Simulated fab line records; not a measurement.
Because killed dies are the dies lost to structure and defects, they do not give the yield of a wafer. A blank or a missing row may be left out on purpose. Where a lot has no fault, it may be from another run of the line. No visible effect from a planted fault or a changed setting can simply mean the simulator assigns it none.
Which of the tools did it? + flow gf180mcu + Sampling: 13 lots, 39 wafers, 5 of 602 route steps

## WHAT THE GAUGES SHOWED, per wafer
GF_V4_THK_MEAS_01. Usual: V4_CVD_00_THK typically reads 597 nm, with standard deviation 6.9.
| lot  | measured     | on            | V4_CVD_00_THK (nm) | flag |
|------|--------------|---------------|--------------------|------|
| L170 | day 23 12:05 | film_metro-03 | 600 606 603        |      |
| L171 | day 23 19:40 | film_metro-01 | 602 598 589        |      |
| L173 | day 24 14:09 | film_metro-03 | 591 603 595        |      |
| L174 | day 25 00:17 | film_metro-03 | 606 594 590        |      |
| L175 | day 25 10:03 | film_metro-03 | 596 604 600        |      |
| L176 | day 25 21:49 | film_metro-02 | 598 601 606        |      |
| L182 | day 27 14:36 | film_metro-02 | 591 499 500        | OFF  |
| L186 | day 28 23:35 | film_metro-01 | 592 600 599        |      |
| L187 | day 29 04:55 | film_metro-02 | 590 595 590        |      |
| L189 | day 29 18:47 | film_metro-01 | 592 589 588        |      |
| L191 | day 30 04:05 | film_metro-02 | 594 586 592        |      |
| L192 | day 30 10:26 | film_metro-02 | 597 592 590        |      |
| L193 | day 30 22:03 | film_metro-03 | 600 604 602        |      |

## WHICH TOOL RAN EACH LOT (tool, then ch and the chambers of the sampled wafers, then the start)
| lot  | GF_V3_CVD_23                  | GF_M4_SPUTTER_02             | GF_M4_METAL_ETCH_16               | GF_V4_CVD_00                     |
|------|-------------------------------|------------------------------|-----------------------------------|----------------------------------|
| L170 | cvd_w-01 ch 0,1, day 22 11:46 | pvd_sputter-03, day 22 12:28 | rie_metal-04 ch 0,1, day 23 11:20 | hdpcvd-01 ch 0,1,2, day 23 12:01 |
| L171 | cvd_w-02 ch 0,1, day 22 18:57 | pvd_sputter-03, day 22 19:41 | rie_metal-01 ch 0,1, day 23 18:58 | hdpcvd-01 ch 0,1,2, day 23 19:36 |
| L173 | cvd_w-02 ch 0,1, day 23 13:41 | pvd_sputter-04, day 23 14:24 | rie_metal-01 ch 0,1, day 24 13:25 | hdpcvd-01 ch 0,1,2, day 24 14:04 |
| L174 | cvd_w-01 ch 0,1, day 24 00:02 | pvd_sputter-01, day 24 00:45 | rie_metal-04 ch 1, day 24 23:29   | hdpcvd-02 ch 0,1, day 25 00:13   |
| L175 | cvd_w-01 ch 0,1, day 24 10:17 | pvd_sputter-04, day 24 11:05 | rie_metal-01 ch 0,1, day 25 09:17 | hdpcvd-01 ch 0,1, day 25 09:56   |
| L176 | cvd_w-02 ch 0,1, day 24 22:30 | pvd_sputter-01, day 24 23:13 | rie_metal-02 ch 0,1, day 25 21:07 | hdpcvd-02 ch 0,1,2, day 25 21:45 |
| L182 | cvd_w-01 ch 0,1, day 26 16:23 | pvd_sputter-04, day 26 17:06 | rie_metal-04 ch 0, day 27 13:40   | hdpcvd-01 ch 1,2, day 27 14:32   |
| L186 | cvd_w-01 ch 0,1, day 28 03:28 | pvd_sputter-01, day 28 04:11 | rie_metal-02 ch 0,1, day 28 22:50 | hdpcvd-02 ch 0,1, day 28 23:31   |
| L187 | cvd_w-01 ch 0,1, day 28 07:51 | pvd_sputter-01, day 28 08:32 | rie_metal-02 ch 0,1, day 29 04:11 | hdpcvd-02 ch 0,1,2, day 29 04:50 |
| L189 | cvd_w-01 ch 0,1, day 28 22:07 | pvd_sputter-04, day 28 22:50 | rie_metal-01 ch 0,1, day 29 18:04 | hdpcvd-02 ch 0,1,2, day 29 18:43 |
| L191 | cvd_w-02 ch 1, day 29 07:40   | pvd_sputter-01, day 29 08:30 | rie_metal-01 ch 0,1, day 30 03:16 | hdpcvd-02 ch 1,2, day 30 04:00   |
| L192 | cvd_w-01 ch 0,1, day 29 14:15 | pvd_sputter-04, day 29 14:56 | rie_metal-04 ch 0,1, day 30 09:44 | hdpcvd-02 ch 1,2, day 30 10:21   |
| L193 | cvd_w-01 ch 0,1, day 30 01:49 | pvd_sputter-03, day 30 02:32 | rie_metal-02 ch 0,1, day 30 21:17 | hdpcvd-01 ch 1,2, day 30 21:58   |
- GF_V3_CVD_23: deposits W, target thk 350 nm, time 104.9 s.
- GF_M4_SPUTTER_02: material AlCu, target thk 450 nm, time 23.9 s.
- GF_M4_METAL_ETCH_16: etches the open film in Cl2/BCl3, stops on SiO2, target depth 627.5 nm, time 104.6 s.
- GF_V4_CVD_00: deposits SiO2, target thk 600 nm, time 100 s.

## WHAT THE TOOLS THEMSELVES READ (means of the sampled wafers that have a number; where no wafer has one, the mark that the record gives instead)
GF_V3_CVD_23. Usual: heater_power_w 883 W, standard deviation 120.
| lot  | tool     | heater_power_w (W) | flag |
|------|----------|--------------------|------|
| L170 | cvd_w-01 | 909                |      |
| L171 | cvd_w-02 | 935                |      |
| L173 | cvd_w-02 | 928                |      |
| L174 | cvd_w-01 | 911                |      |
| L175 | cvd_w-01 | 910                |      |
| L176 | cvd_w-02 | 914                |      |
| L182 | cvd_w-01 | 817                |      |
| L186 | cvd_w-01 | 824                |      |
| L187 | cvd_w-01 | 810                |      |
| L189 | cvd_w-01 | 918                |      |
| L191 | cvd_w-02 | 934                |      |
| L192 | cvd_w-01 | 912                |      |
| L193 | cvd_w-01 | 814                |      |

GF_M4_SPUTTER_02. Usual: throttle_valve_pct 30.1 %, standard deviation 0.82.
| lot  | tool           | throttle_valve_pct (%) | flag |
|------|----------------|------------------------|------|
| L170 | pvd_sputter-03 | 29.7                   |      |
| L171 | pvd_sputter-03 | 29.4                   |      |
| L173 | pvd_sputter-04 | 29.4                   |      |
| L174 | pvd_sputter-01 | 30.3                   |      |
| L175 | pvd_sputter-04 | 30.5                   |      |
| L176 | pvd_sputter-01 | 30.5                   |      |
| L182 | pvd_sputter-04 | 30.1                   |      |
| L186 | pvd_sputter-01 | 30.4                   |      |
| L187 | pvd_sputter-01 | 30.3                   |      |
| L189 | pvd_sputter-04 | 29.9                   |      |
| L191 | pvd_sputter-01 | 30.4                   |      |
| L192 | pvd_sputter-04 | 30.3                   |      |
| L193 | pvd_sputter-03 | 29.6                   |      |

GF_M4_METAL_ETCH_16. Usual: chamber_pressure_mTorr 7.999 mTorr, standard deviation 0.0071; drypump_motor_current_A 5.9 A, standard deviation 0.33; oes_product_au 0.970 a.u., standard deviation 0.0076; throttle_valve_pct 28.250 %, standard deviation 0.012.
| lot  | tool         | chamber_pressure_mTorr (mTorr) | drypump_motor_current_A (A) | oes_product_au (a.u.) | throttle_valve_pct (%) | flag |
|------|--------------|--------------------------------|-----------------------------|-----------------------|------------------------|------|
| L170 | rie_metal-04 | 7.996                          | 6.1                         | 0.975                 | 28.252                 |      |
| L171 | rie_metal-01 | 7.995                          | 6.1                         | 0.960                 | 28.258                 |      |
| L173 | rie_metal-01 | 8.005                          | 6.1                         | 0.970                 | 28.245                 |      |
| L174 | rie_metal-04 | 8.001                          | 6.2                         | 0.982                 | 28.239                 |      |
| L175 | rie_metal-01 | 7.997                          | 6.0                         | 0.971                 | 28.254                 |      |
| L176 | rie_metal-02 | 7.995                          | 5.5                         | 0.973                 | 28.238                 |      |
| L182 | rie_metal-04 | 8.004                          | 5.9                         | 0.973                 | 28.244                 |      |
| L186 | rie_metal-02 | 7.999                          | 5.5                         | 0.967                 | 28.248                 |      |
| L187 | rie_metal-02 | 7.997                          | 5.3                         | 0.971                 | 28.247                 |      |
| L189 | rie_metal-01 | 7.997                          | 6.0                         | 0.965                 | 28.253                 |      |
| L191 | rie_metal-01 | 8.001                          | 6.1                         | 0.969                 | 28.249                 |      |
| L192 | rie_metal-04 | 8.009                          | 6.0                         | 0.965                 | 28.252                 |      |
| L193 | rie_metal-02 | 7.995                          | 5.5                         | 0.969                 | 28.271                 |      |

GF_V4_CVD_00. Usual: sih4_flow_sccm 60.02 sccm, standard deviation 0.18.
| lot  | tool      | sih4_flow_sccm (sccm) | flag |
|------|-----------|-----------------------|------|
| L170 | hdpcvd-01 | 60.12                 |      |
| L171 | hdpcvd-01 | 59.85                 |      |
| L173 | hdpcvd-01 | 59.87                 |      |
| L174 | hdpcvd-02 | 60.00                 |      |
| L175 | hdpcvd-01 | 59.94                 |      |
| L176 | hdpcvd-02 | 59.88                 |      |
| L182 | hdpcvd-01 | 53.86                 | OFF  |
| L186 | hdpcvd-02 | 60.16                 |      |
| L187 | hdpcvd-02 | 60.20                 |      |
| L189 | hdpcvd-02 | 60.07                 |      |
| L191 | hdpcvd-02 | 60.21                 |      |
| L192 | hdpcvd-02 | 60.08                 |      |
| L193 | hdpcvd-01 | 60.00                 |      |

## THE ANSWER, worked out from the rows above alone
Rule: lot off if the mean of its wafers having a number is beyond 3 standard deviations from the usual mean. Also off: a lot with no number at a reading for which 4 or more lots have one. All remaining lots with rows at the step are treated as sound. First the gauges in route order, then the tools' own readings, where a lot's mean is used as printed above. At the first step where some lot is off, the reading lying furthest off is the one used; lots without a number count as furthest.
Off: at GF_V4_THK_MEAS_01 (V4_CVD_00_THK), L182.
A tool fits if, at a process step before that reading, it ran every lot that is off, and no sound lot after the first of them. Not tried: the gauges at GF_V4_THK_MEAS_01; whatever is off there is also off at GF_V4_CVD_00, on other tools, and gauge error can't account for it. Of those tried, none fits.

## WHAT WAS PUT IN BY THE SIMULATOR
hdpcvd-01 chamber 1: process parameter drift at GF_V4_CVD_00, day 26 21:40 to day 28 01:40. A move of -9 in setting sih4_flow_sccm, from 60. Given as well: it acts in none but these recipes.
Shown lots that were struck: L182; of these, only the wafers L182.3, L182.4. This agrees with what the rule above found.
